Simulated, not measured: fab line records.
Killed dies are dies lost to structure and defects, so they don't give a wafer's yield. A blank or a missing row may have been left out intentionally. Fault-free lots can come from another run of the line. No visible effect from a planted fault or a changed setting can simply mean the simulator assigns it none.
fab line records :: flow sky130
[record]
  lots = 5
  wafers = 15
  last_day = 49
route steps=708 shown VIA2@510 PAD_OPEN@708
lots untouched by any fault: they come from a run of this same line in which no faults occurred
start_h: hours from the record's opening day to when the first of the lot's shown wafers began :: wait_h: hours from the lot's prior step to this one :: " the same as in the row above :: L1.1+2: a row that stands for several wafers :: - no value, or no start given :: * or withheld: withheld :: < > ~ a bound
route shown NAME@n: names a module that has steps shown in the file, with the first one's number in the route :: usual: mean/standard deviation taken from wafers without a fault :: same: alike in all rows :: chamber/n: place in a boat :: sites: each site's reading :: _std_site: their standard deviation :: _edge_site: outer sites' mean less inner sites' :: radius_mm: how far each site lies from the wafer's centre :: mask NAME#n: copy n :: behind: the last tool/chamber to shape the wafer :: hold: cause of the lot's hold/its duration in hours/its outcome :: device: the n, p or np transistor that did not switch :: end of line: at the end of the route, the tests of the same wafers :: a step without rows: its recipe alone :: killed: the dies lost at the first sort to structure and to defects; this is not the yield of the wafer :: map: dies across one wafer; x = killed, . = not, _ = none there
set.NAME: setting as actually run; set.NAME@STEP: the setting as run at that earlier step :: model.NAME: the simulator's own value behind a step, which no gauge read
lots at selected steps of the route; one table per step, one row per wafer
services: the hour from which a tool's chamber was out of use, counted from the record's first day as start_h (under 0 if before that day), plus the number of hours and why
[[steps]]
[step SKY_VIA2_BOW_MEAS_03]
[recipe]
  mode = bow
[usual]
  VIA2_BOW = 88/7.1
lot.wafer: L571.1
tool: film_metro-01
chamber: -
start_h: 854.95
wait_h: 0.1
VIA2_BOW[um]: 77

lot.wafer: L571.2
tool: film_metro-01
chamber: -
start_h: 854.95
wait_h: 0.1
VIA2_BOW[um]: 90

lot.wafer: L571.3
tool: film_metro-01
chamber: -
start_h: 854.95
wait_h: 0.1
VIA2_BOW[um]: 100

lot.wafer: L582.1
tool: film_metro-01
chamber: -
start_h: 939.80
wait_h: 0.1
VIA2_BOW[um]: 87

lot.wafer: L582.4
tool: film_metro-01
chamber: -
start_h: 939.80
wait_h: 0.1
VIA2_BOW[um]: 74

lot.wafer: L582.6
tool: film_metro-01
chamber: -
start_h: 939.80
wait_h: 0.1
VIA2_BOW[um]: 72

lot.wafer: L584.3
tool: film_metro-03
chamber: -
start_h: 949.87
wait_h: 0.1
VIA2_BOW[um]: 97

lot.wafer: L584.5
tool: film_metro-03
chamber: -
start_h: 949.87
wait_h: 0.1
VIA2_BOW[um]: 82

lot.wafer: L584.6
tool: film_metro-03
chamber: -
start_h: 949.87
wait_h: 0.1
VIA2_BOW[um]: 84

lot.wafer: L585.2
tool: film_metro-03
chamber: -
start_h: 951.86
wait_h: 0.3
VIA2_BOW[um]: 90

lot.wafer: L585.3
tool: film_metro-03
chamber: -
start_h: 951.86
wait_h: 0.3
VIA2_BOW[um]: 97

lot.wafer: L585.4
tool: film_metro-03
chamber: -
start_h: 951.86
wait_h: 0.3
VIA2_BOW[um]: 98

lot.wafer: L587.2
tool: film_metro-01
chamber: -
start_h: 966.80
wait_h: 0.3
VIA2_BOW[um]: 76

lot.wafer: L587.3
tool: film_metro-01
chamber: -
start_h: 966.80
wait_h: 0.3
VIA2_BOW[um]: 87

lot.wafer: L587.6
tool: film_metro-01
chamber: -
start_h: 966.80
wait_h: 0.3
VIA2_BOW[um]: 75
[step SKY_VIA2_DEHYDRATE_04]
[recipe]
  temp_c = 200
  time_s = 60
[step SKY_VIA2_HMDS_05]
[recipe]
  prime_time_s = 60
  prime_temp_c = 120
[step SKY_VIA2_COAT_06]
[recipe]
  resist = BARC
  temp_c = withheld
  time_s = withheld
  spin_rpm = 3000
  resist_thk_nm = 60
[step SKY_VIA2_COAT_07]
[recipe]
  resist = KrF-thick
  spin_rpm = 3000
  resist_thk_nm = 450
[step SKY_VIA2_SOFTBAKE_08]
[recipe]
  temp_c = 100
  time_s = 90
  resist = KrF-thick
[step SKY_VIA2_EXPOSE_09]
[recipe]
  mask_id = VIM2
  na = 0.8
  source_shape = annular
  sigma_inner = 0.55
  sigma_outer = 0.85
  target_cd_nm = 200
  dose_mj = 38
[step SKY_VIA2_PEB_10]
[recipe]
  peb_temp_c = withheld
  peb_time_s = withheld
  resist = KrF-thick
[step SKY_VIA2_DEVELOP_11]
[recipe]
  develop_time_s = 60
  resist = KrF-thick
  dev_temp_c = 21
[step SKY_VIA2_CD_MEAS_12]
[recipe]
  target_cd_nm = 200
[usual]
  cd_nm = 200.1/1.4
lot.wafer: L571.1
tool: cd_sem-02
chamber: -
start_h: 880.77
wait_h: -
cd_nm: 200.9

lot.wafer: L571.2
tool: cd_sem-02
chamber: -
start_h: 880.77
wait_h: -
cd_nm: 199.4

lot.wafer: L571.3
tool: cd_sem-02
chamber: -
start_h: 880.77
wait_h: -
cd_nm: 199.0

lot.wafer: L582.1
tool: cd_sem-02
chamber: -
start_h: 963.81
wait_h: -
cd_nm: 201.3

lot.wafer: L582.4
tool: cd_sem-02
chamber: -
start_h: 963.81
wait_h: -
cd_nm: 198.8

lot.wafer: L582.6
tool: cd_sem-02
chamber: -
start_h: 963.81
wait_h: -
cd_nm: 200.3

lot.wafer: L584.3
tool: cd_sem-02
chamber: -
start_h: 973.40
wait_h: -
cd_nm: 201.2

lot.wafer: L584.5
tool: cd_sem-02
chamber: -
start_h: 973.40
wait_h: -
cd_nm: 200.2

lot.wafer: L584.6
tool: cd_sem-02
chamber: -
start_h: 973.40
wait_h: -
cd_nm: 201.5

lot.wafer: L585.2
tool: cd_sem-01
chamber: -
start_h: 976.39
wait_h: -
cd_nm: 200.5

lot.wafer: L585.3
tool: cd_sem-01
chamber: -
start_h: 976.39
wait_h: -
cd_nm: 200.7

lot.wafer: L585.4
tool: cd_sem-01
chamber: -
start_h: 976.39
wait_h: -
cd_nm: 200.9

lot.wafer: L587.2
tool: cd_sem-02
chamber: -
start_h: 990.41
wait_h: -
cd_nm: 199.7

lot.wafer: L587.3
tool: cd_sem-02
chamber: -
start_h: 990.41
wait_h: -
cd_nm: 200.9

lot.wafer: L587.6
tool: cd_sem-02
chamber: -
start_h: 990.41
wait_h: -
cd_nm: 200.0
[step SKY_VIA2_OVL_MEAS_13]
[usual]
  VIA2_OVL = 3/4.3
lot.wafer: L571.1
tool: overlay-02
chamber: -
start_h: 880.89
wait_h: 0.1
VIA2_OVL[nm]: 8

lot.wafer: L571.2
tool: overlay-02
chamber: -
start_h: 880.89
wait_h: 0.1
VIA2_OVL[nm]: 4

lot.wafer: L571.3
tool: overlay-02
chamber: -
start_h: 880.89
wait_h: 0.1
VIA2_OVL[nm]: 12

lot.wafer: L582.1
tool: overlay-02
chamber: -
start_h: 963.93
wait_h: 0.1
VIA2_OVL[nm]: 3

lot.wafer: L582.4
tool: overlay-02
chamber: -
start_h: 963.93
wait_h: 0.1
VIA2_OVL[nm]: 3

lot.wafer: L582.6
tool: overlay-02
chamber: -
start_h: 963.93
wait_h: 0.1
VIA2_OVL[nm]: 9

lot.wafer: L584.3
tool: overlay-02
chamber: -
start_h: 973.49
wait_h: 0.1
VIA2_OVL[nm]: 5

lot.wafer: L584.5
tool: overlay-02
chamber: -
start_h: 973.49
wait_h: 0.1
VIA2_OVL[nm]: 2

lot.wafer: L584.6
tool: overlay-02
chamber: -
start_h: 973.49
wait_h: 0.1
VIA2_OVL[nm]: 3

lot.wafer: L585.2
tool: overlay-02
chamber: -
start_h: 976.50
wait_h: 0.1
VIA2_OVL[nm]: 11

lot.wafer: L585.3
tool: overlay-02
chamber: -
start_h: 976.50
wait_h: 0.1
VIA2_OVL[nm]: 17

lot.wafer: L585.4
tool: overlay-02
chamber: -
start_h: 976.50
wait_h: 0.1
VIA2_OVL[nm]: 3

lot.wafer: L587.2
tool: overlay-02
chamber: -
start_h: 990.51
wait_h: 0.1
VIA2_OVL[nm]: 4

lot.wafer: L587.3
tool: overlay-02
chamber: -
start_h: 990.51
wait_h: 0.1
VIA2_OVL[nm]: 10

lot.wafer: L587.6
tool: overlay-02
chamber: -
start_h: 990.51
wait_h: 0.1
VIA2_OVL[nm]: 8
[step SKY_VIA2_ETCH_14]
[recipe]
  chemistry = N2/H2
  target = BARC
  ion_energy_ev = 200
  source_w = 500
  bias_w = 100
  pressure_mtorr = 30
  n2_flow_sccm = 100
  h2_flow_sccm = 200
  stop_on = SiO2
  time_s = 45.9
  target_depth_a = 600
[usual]
  drypump_motor_current_A = 5.7/0.49
  oes_product_au = 0.855/0.0053
  run_length_s = 74.1/0.45
  throttle_valve_pct = 13.226/0.0084
lot.wafer: L571.1
tool: rie_diel-03
chamber: 2
start_h: 880.93
wait_h: 0.0
drypump_motor_current_A: 5.5
oes_product_au: 0.859
rf_hours_counter_h: 3
run_length_s: 74.0
throttle_valve_pct: 13.216

lot.wafer: L571.2
tool: rie_diel-03
chamber: 0
start_h: 880.93
wait_h: 0.0
drypump_motor_current_A: 5.4
oes_product_au: 0.856
rf_hours_counter_h: 24
run_length_s: 74.0
throttle_valve_pct: 13.246

lot.wafer: L571.3
tool: rie_diel-03
chamber: 3
start_h: 880.93
wait_h: 0.0
drypump_motor_current_A: 5.6
oes_product_au: 0.863
rf_hours_counter_h: 2
run_length_s: 74.0
throttle_valve_pct: 13.226

lot.wafer: L582.1
tool: rie_diel-04
chamber: 3
start_h: 963.97
wait_h: 0.0
drypump_motor_current_A: 6.3
oes_product_au: 0.849
rf_hours_counter_h: 4
run_length_s: 73.5
throttle_valve_pct: 13.214

lot.wafer: L582.4
tool: rie_diel-04
chamber: 1
start_h: 963.97
wait_h: 0.0
drypump_motor_current_A: 5.4
oes_product_au: 0.858
rf_hours_counter_h: 9
run_length_s: 75.0
throttle_valve_pct: 13.227

lot.wafer: L582.6
tool: rie_diel-04
chamber: 3
start_h: 963.97
wait_h: 0.0
drypump_motor_current_A: 6.3
oes_product_au: 0.850
rf_hours_counter_h: -
run_length_s: 73.8
throttle_valve_pct: 13.236

lot.wafer: L584.3
tool: rie_diel-03
chamber: 3
start_h: 973.52
wait_h: 0.0
drypump_motor_current_A: 5.5
oes_product_au: 0.848
rf_hours_counter_h: 4
run_length_s: 74.0
throttle_valve_pct: 13.220

lot.wafer: L584.5
tool: rie_diel-03
chamber: 2
start_h: 973.52
wait_h: 0.0
drypump_motor_current_A: 5.5
oes_product_au: 0.860
rf_hours_counter_h: -
run_length_s: 73.7
throttle_valve_pct: 13.243

lot.wafer: L584.6
tool: rie_diel-03
chamber: 1
start_h: 973.52
wait_h: 0.0
drypump_motor_current_A: 6.3
oes_product_au: 0.850
rf_hours_counter_h: -
run_length_s: 74.7
throttle_valve_pct: 13.223

lot.wafer: L585.2
tool: rie_diel-04
chamber: 3
start_h: 976.53
wait_h: 0.0
drypump_motor_current_A: 6.3
oes_product_au: 0.850
rf_hours_counter_h: 4
run_length_s: 73.6
throttle_valve_pct: 13.229

lot.wafer: L585.3
tool: rie_diel-04
chamber: 0
start_h: 976.53
wait_h: 0.0
drypump_motor_current_A: 4.9
oes_product_au: 0.857
rf_hours_counter_h: 13
run_length_s: 74.2
throttle_valve_pct: 13.212

lot.wafer: L585.4
tool: rie_diel-04
chamber: 3
start_h: 976.53
wait_h: 0.0
drypump_motor_current_A: 6.3
oes_product_au: 0.865
rf_hours_counter_h: -
run_length_s: 73.7
throttle_valve_pct: 13.233

lot.wafer: L587.2
tool: rie_diel-01
chamber: 2
start_h: 990.54
wait_h: 0.0
drypump_motor_current_A: 6.5
oes_product_au: 0.851
rf_hours_counter_h: 8
run_length_s: 74.0
throttle_valve_pct: 13.237

lot.wafer: L587.3
tool: rie_diel-01
chamber: 3
start_h: 990.54
wait_h: 0.0
drypump_motor_current_A: 5.9
oes_product_au: 0.855
rf_hours_counter_h: 12
run_length_s: 74.0
throttle_valve_pct: 13.228

lot.wafer: L587.6
tool: rie_diel-01
chamber: 1
start_h: 990.54
wait_h: 0.0
drypump_motor_current_A: 5.6
oes_product_au: 0.849
rf_hours_counter_h: -
run_length_s: 74.5
throttle_valve_pct: 13.212
[step SKY_VIA2_ETCH_15]
[recipe]
  target = SiO2
  chemistry = C4F8/O2/Ar
  target_depth_nm = 546
  stop_on = TiN
  mask_material = KrF-thick
  source_w = 1500
  bias_w = 1200
  pressure_mtorr = 40
  c4f8_flow_sccm = withheld
  O2_flow_sccm = 6
  Ar_flow_sccm = 300
  time_s = 84
[usual]
  oes_product_au = 0.939/0.0051
  run_length_s = 112.2/0.45
lot.wafer: L571.1
tool: rie_diel-03
chamber: 2
start_h: 880.97
wait_h: 0.0
oes_product_au: 0.940
rf_hours_counter_h: 3
run_length_s: 111.8
model.KrF-thick_of_VIA2_COAT_07.thk_nm: 281.8
model.VIA2.feature_depth_nm: 496.2
model.TiN_of_METAL2_SPUTTER_04.thk_nm: 69.42

lot.wafer: L571.2
tool: rie_diel-03
chamber: 0
start_h: 880.97
wait_h: 0.0
oes_product_au: 0.946
rf_hours_counter_h: 24
run_length_s: 112.1
model.KrF-thick_of_VIA2_COAT_07.thk_nm: 284.7
model.VIA2.feature_depth_nm: 494.7
model.TiN_of_METAL2_SPUTTER_04.thk_nm: 69.74

lot.wafer: L571.3
tool: rie_diel-03
chamber: 3
start_h: 880.97
wait_h: 0.0
oes_product_au: 0.737
rf_hours_counter_h: 2
run_length_s: 162.6
model.KrF-thick_of_VIA2_COAT_07.thk_nm: 220
model.VIA2.feature_depth_nm: 505.5
model.TiN_of_METAL2_SPUTTER_04.thk_nm: 58.76

lot.wafer: L582.1
tool: rie_diel-04
chamber: 3
start_h: 964.01
wait_h: 0.0
oes_product_au: 0.933
rf_hours_counter_h: 4
run_length_s: 112.1
model.KrF-thick_of_VIA2_COAT_07.thk_nm: 281.1
model.VIA2.feature_depth_nm: 495
model.TiN_of_METAL2_SPUTTER_04.thk_nm: 68.67

lot.wafer: L582.4
tool: rie_diel-04
chamber: 1
start_h: 964.01
wait_h: 0.0
oes_product_au: 0.939
rf_hours_counter_h: 9
run_length_s: 112.8
model.KrF-thick_of_VIA2_COAT_07.thk_nm: 284.2
model.VIA2.feature_depth_nm: 494.5
model.TiN_of_METAL2_SPUTTER_04.thk_nm: 69.44

lot.wafer: L582.6
tool: rie_diel-04
chamber: 3
start_h: 964.01
wait_h: 0.0
oes_product_au: 0.935
rf_hours_counter_h: -
run_length_s: 111.6
model.KrF-thick_of_VIA2_COAT_07.thk_nm: 283.3
model.VIA2.feature_depth_nm: 494.3
model.TiN_of_METAL2_SPUTTER_04.thk_nm: 69.02

lot.wafer: L584.3
tool: rie_diel-03
chamber: 3
start_h: 973.56
wait_h: 0.0
oes_product_au: 0.937
rf_hours_counter_h: 4
run_length_s: 112.1
model.KrF-thick_of_VIA2_COAT_07.thk_nm: 282.3
model.VIA2.feature_depth_nm: 495.1
model.TiN_of_METAL2_SPUTTER_04.thk_nm: 69.23

lot.wafer: L584.5
tool: rie_diel-03
chamber: 2
start_h: 973.56
wait_h: 0.0
oes_product_au: 0.941
rf_hours_counter_h: -
run_length_s: 112.1
model.KrF-thick_of_VIA2_COAT_07.thk_nm: 280.9
model.VIA2.feature_depth_nm: 496.8
model.TiN_of_METAL2_SPUTTER_04.thk_nm: 69.14

lot.wafer: L584.6
tool: rie_diel-03
chamber: 1
start_h: 973.56
wait_h: 0.0
oes_product_au: 0.939
rf_hours_counter_h: -
run_length_s: 113.3
model.KrF-thick_of_VIA2_COAT_07.thk_nm: 282.1
model.VIA2.feature_depth_nm: 494
model.TiN_of_METAL2_SPUTTER_04.thk_nm: 68.95

lot.wafer: L585.2
tool: rie_diel-04
chamber: 3
start_h: 976.57
wait_h: 0.0
oes_product_au: 0.933
rf_hours_counter_h: 4
run_length_s: 111.8
model.KrF-thick_of_VIA2_COAT_07.thk_nm: 282.8
model.VIA2.feature_depth_nm: 497.4
model.TiN_of_METAL2_SPUTTER_04.thk_nm: 70.54

lot.wafer: L585.3
tool: rie_diel-04
chamber: 0
start_h: 976.57
wait_h: 0.0
oes_product_au: 0.941
rf_hours_counter_h: 13
run_length_s: 112.3
model.KrF-thick_of_VIA2_COAT_07.thk_nm: 282.2
model.VIA2.feature_depth_nm: 495.6
model.TiN_of_METAL2_SPUTTER_04.thk_nm: 71.13

lot.wafer: L585.4
tool: rie_diel-04
chamber: 3
start_h: 976.57
wait_h: 0.0
oes_product_au: 0.939
rf_hours_counter_h: -
run_length_s: 111.7
model.KrF-thick_of_VIA2_COAT_07.thk_nm: 282.1
model.VIA2.feature_depth_nm: 494.9
model.TiN_of_METAL2_SPUTTER_04.thk_nm: 70.8

lot.wafer: L587.2
tool: rie_diel-01
chamber: 2
start_h: 990.59
wait_h: 0.0
oes_product_au: 0.938
rf_hours_counter_h: 8
run_length_s: 112.0
model.KrF-thick_of_VIA2_COAT_07.thk_nm: 282.1
model.VIA2.feature_depth_nm: 497.6
model.TiN_of_METAL2_SPUTTER_04.thk_nm: 68.44

lot.wafer: L587.3
tool: rie_diel-01
chamber: 3
start_h: 990.59
wait_h: 0.0
oes_product_au: 0.941
rf_hours_counter_h: 12
run_length_s: 112.4
model.KrF-thick_of_VIA2_COAT_07.thk_nm: 284.2
model.VIA2.feature_depth_nm: 496.2
model.TiN_of_METAL2_SPUTTER_04.thk_nm: 67.98

lot.wafer: L587.6
tool: rie_diel-01
chamber: 1
start_h: 990.59
wait_h: 0.0
oes_product_au: 0.934
rf_hours_counter_h: -
run_length_s: 111.9
model.KrF-thick_of_VIA2_COAT_07.thk_nm: 279.1
model.VIA2.feature_depth_nm: 497
model.TiN_of_METAL2_SPUTTER_04.thk_nm: 68.83
[step SKY_VIA2_STRIP_16]
[recipe]
  chemistry = O2/N2
  power_w = 1400
  pressure_mtorr = 1500
  platen_temp_c = withheld
  o2_flow_sccm = 3000
  n2_flow_sccm = 300
  overash_fraction = 0.5
[usual]
  drypump_motor_current_A = 5.8/0.46
  oes_product_au = 0.398/0.0042
  strip_time_to_endpoint_s = 4.046/0.021
lot.wafer: L571.1
tool: plasma_asher-01
chamber: 0
start_h: 881.03
wait_h: 0.0
drypump_motor_current_A: 5.6
oes_product_au: 0.401
rf_hours_counter_h: 12
strip_time_to_endpoint_s: 4.041

lot.wafer: L571.2
tool: plasma_asher-01
chamber: 1
start_h: 881.03
wait_h: 0.0
drypump_motor_current_A: 6.0
oes_product_au: 0.396
rf_hours_counter_h: 12
strip_time_to_endpoint_s: 4.072

lot.wafer: L571.3
tool: plasma_asher-01
chamber: 1
start_h: 881.03
wait_h: 0.0
drypump_motor_current_A: 6.0
oes_product_au: 0.366
rf_hours_counter_h: -
strip_time_to_endpoint_s: 3.371

lot.wafer: L582.1
tool: plasma_asher-03
chamber: 0
start_h: 964.07
wait_h: 0.0
drypump_motor_current_A: 5.4
oes_product_au: 0.398
rf_hours_counter_h: 80
strip_time_to_endpoint_s: 4.032

lot.wafer: L582.4
tool: plasma_asher-03
chamber: 0
start_h: 964.07
wait_h: 0.0
drypump_motor_current_A: 5.4
oes_product_au: 0.397
rf_hours_counter_h: -
strip_time_to_endpoint_s: 4.045

lot.wafer: L582.6
tool: plasma_asher-03
chamber: 1
start_h: 964.07
wait_h: 0.0
drypump_motor_current_A: 6.6
oes_product_au: 0.394
rf_hours_counter_h: -
strip_time_to_endpoint_s: 4.043

lot.wafer: L584.3
tool: plasma_asher-03
chamber: 0
start_h: 973.66
wait_h: 0.1
drypump_motor_current_A: 5.4
oes_product_au: 0.394
rf_hours_counter_h: -
strip_time_to_endpoint_s: 4.044

lot.wafer: L584.5
tool: plasma_asher-03
chamber: 1
start_h: 973.66
wait_h: 0.1
drypump_motor_current_A: 6.6
oes_product_au: 0.399
rf_hours_counter_h: -
strip_time_to_endpoint_s: 4.011

lot.wafer: L584.6
tool: plasma_asher-03
chamber: 0
start_h: 973.66
wait_h: 0.1
drypump_motor_current_A: 5.4
oes_product_au: 0.395
rf_hours_counter_h: -
strip_time_to_endpoint_s: 4.025

lot.wafer: L585.2
tool: plasma_asher-04
chamber: 1
start_h: 976.63
wait_h: 0.0
drypump_motor_current_A: 5.8
oes_product_au: 0.397
rf_hours_counter_h: 117
strip_time_to_endpoint_s: 4.055

lot.wafer: L585.3
tool: plasma_asher-04
chamber: 1
start_h: 976.63
wait_h: 0.0
drypump_motor_current_A: 5.8
oes_product_au: 0.403
rf_hours_counter_h: -
strip_time_to_endpoint_s: 4.046

lot.wafer: L585.4
tool: plasma_asher-04
chamber: 0
start_h: 976.63
wait_h: 0.0
drypump_motor_current_A: 5.4
oes_product_au: 0.396
rf_hours_counter_h: -
strip_time_to_endpoint_s: 4.034

lot.wafer: L587.2
tool: plasma_asher-04
chamber: 0
start_h: 990.65
wait_h: 0.0
drypump_motor_current_A: 5.3
oes_product_au: 0.401
rf_hours_counter_h: 119
strip_time_to_endpoint_s: 4.048

lot.wafer: L587.3
tool: plasma_asher-04
chamber: 0
start_h: 990.65
wait_h: 0.0
drypump_motor_current_A: 5.3
oes_product_au: 0.400
rf_hours_counter_h: -
strip_time_to_endpoint_s: 4.058

lot.wafer: L587.6
tool: plasma_asher-04
chamber: 1
start_h: 990.65
wait_h: 0.0
drypump_motor_current_A: 5.8
oes_product_au: 0.391
rf_hours_counter_h: -
strip_time_to_endpoint_s: 3.995
[step SKY_VIA2_STRIP_17]
[recipe]
  chemistry = post_etch_residue_remover
  time_s = 1200
  temp_c = 72.5
[step SKY_PAD_OPEN_PROBE_99]
[usual]
  defect_limited_yield = 82.3/2
  killed_at_M0_to_M3 = 43/7.3
  killed_at_M4_up = 3.2/1.8
  killed_at_contacts = 24/5.8
  killed_at_front_end = 16/4.5
  killed_at_other = 0.3/0.53
  killed_dies = 87/9.9
  killed_open = 48/6.8
  killed_short = 39/6.9
  sort_bin_3_pad_short = 0.8/0.42
  sort_bin_5_function = 10.4/1.6
  sort_bin_6_memory = 6.4/1.2
  sort_n_pass = 405/9.9
  sort_yield_pct = 82.3/2
[same]
  gross_dies = 492
  killed_at_back_side = 0
  sort_bin_4_leakage[%] = 0
  sort_bin_8_speed[%] = 0
lot.wafer: L582.1
tool: prober-01
chamber: -
start_h: 1162.99
wait_h: 0.1
defect_limited_yield[%]: 82.1
killed_at_M0_to_M3: 46
killed_at_M4_up: 6
killed_at_contacts: 19
killed_at_front_end: 16
killed_at_other: 1
killed_dies: 88
killed_open: 45
killed_short: 43
sort_bin_3_pad_short[%]: 1.6
sort_bin_5_function[%]: 9.8
sort_bin_6_memory[%]: 6.5
sort_n_pass: 404
sort_yield_pct[%]: 82.1

lot.wafer: L582.4
tool: prober-01
chamber: -
start_h: 1163.14
wait_h: 0.2
defect_limited_yield[%]: 82.1
killed_at_M0_to_M3: 39
killed_at_M4_up: 4
killed_at_contacts: 29
killed_at_front_end: 16
killed_at_other: 0
killed_dies: 88
killed_open: 49
killed_short: 39
sort_bin_3_pad_short[%]: 1.6
sort_bin_5_function[%]: 9.1
sort_bin_6_memory[%]: 7.1
sort_n_pass: 404
sort_yield_pct[%]: 82.1

lot.wafer: L582.6
tool: prober-01
chamber: -
start_h: 1163.24
wait_h: 0.2
defect_limited_yield[%]: 78.3
killed_at_M0_to_M3: 54
killed_at_M4_up: 1
killed_at_contacts: 28
killed_at_front_end: 24
killed_at_other: 0
killed_dies: 107
killed_open: 59
killed_short: 48
sort_bin_3_pad_short[%]: 0.4
sort_bin_5_function[%]: 15.0
sort_bin_6_memory[%]: 6.3
sort_n_pass: 385
sort_yield_pct[%]: 78.3
// killed by level:class
L582.1 VIA1:geometric_particle:open=7 VIA2:geometric_particle:open=7 METAL2:geometric_particle:short=7 LI_CONTACT:geometric_particle:open=6 CONTACT:geometric_particle:open=6 METAL1:geometric_particle:short=6 FIELD_ISO:geometric_particle:short=5 VIA3:geometric_particle:open=5
L582.4 CONTACT:geometric_particle:open=13 LI_CONTACT:geometric_particle:open=10 VIA1:geometric_particle:open=8 METAL3:geometric_particle:short=6 CONTACT:geometric_particle:short=5 VIA1:geometric_particle:short=5 METAL2:geometric_particle:short=5 FIELD_ISO:geometric_particle:short=4
L582.6 CONTACT:geometric_particle:open=14 VIA1:geometric_particle:open=12 LI_CONTACT:geometric_particle:open=10 METAL2:geometric_particle:short=9 FIELD_ISO:geometric_particle:short=8 METAL1:geometric_particle:short=7 POLY_GATE:geometric_particle:short=6 VIA3:geometric_particle:short=6
[[services]]
tool: rie_diel-01
chamber: 1
start_h: 860.43
hours: -
kind: clean

tool: rie_diel-01
chamber: 1
start_h: 860.43
hours: 28.2
kind: scheduled_down

tool: rie_diel-01
chamber: 1
start_h: 860.43
hours: 28.2
kind: vent_cycle

tool: rie_diel-04
chamber: 2
start_h: 861.71
hours: 1.9
kind: repair

tool: plasma_asher-04
chamber: -
start_h: 870.05
hours: 0.7
kind: repair

tool: plasma_asher-03
chamber: -
start_h: 880.53
hours: 1.2
kind: repair

tool: rie_diel-01
chamber: 2
start_h: 884.93
hours: 14.6
kind: repair

tool: rie_diel-04
chamber: 0
start_h: 887.55
hours: 16.5
kind: repair

tool: rie_diel-04
chamber: 3
start_h: 892.80
hours: 1.5
kind: repair

tool: rie_diel-03
chamber: -
start_h: 894.21
hours: 28.1
kind: pm

tool: rie_diel-03
chamber: 0
start_h: 927.88
hours: 3.5
kind: repair

tool: rie_diel-04
chamber: 2
start_h: 968.67
hours: 16.7
kind: repair

tool: rie_diel-04
chamber: -
start_h: 979.03
hours: 0.4
kind: repair
[[key]]
[first_sign]
  step = SKY_VIA2_ETCH_15
  reading = run_length_s
  direction = up
  sigmas = 99+
  usual = *
  struck = *
[effect]
  step = SKY_VIA2_ETCH_15
  reading = oes_product_au
  direction = down
  sigmas = 39
  usual = 0.939
  struck = 0.737
[effect]
  step = SKY_VIA2_STRIP_16
  reading = strip_time_to_endpoint_s
  direction = down
  sigmas = 32
  usual = *
  struck = *
[model_effect]
  step = SKY_VIA2_ETCH_15
  value = KrF-thick_of_VIA2_COAT_07.thk_nm
  without = 284.1
  struck = 220
met_at SKY_VIA2_ETCH_15
struck_wafers L571.3
[fault]
  kind = process_parameter_drift
  tool = rie_diel-03
  chamber = -
  onset_h = 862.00
  steps = SKY_VIA2_ETCH_15
  channel = time_s
  offset = *
  shape = step
  end_h = 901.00
  scope = struck_wafers_only
  acts_in = *
  stated = *
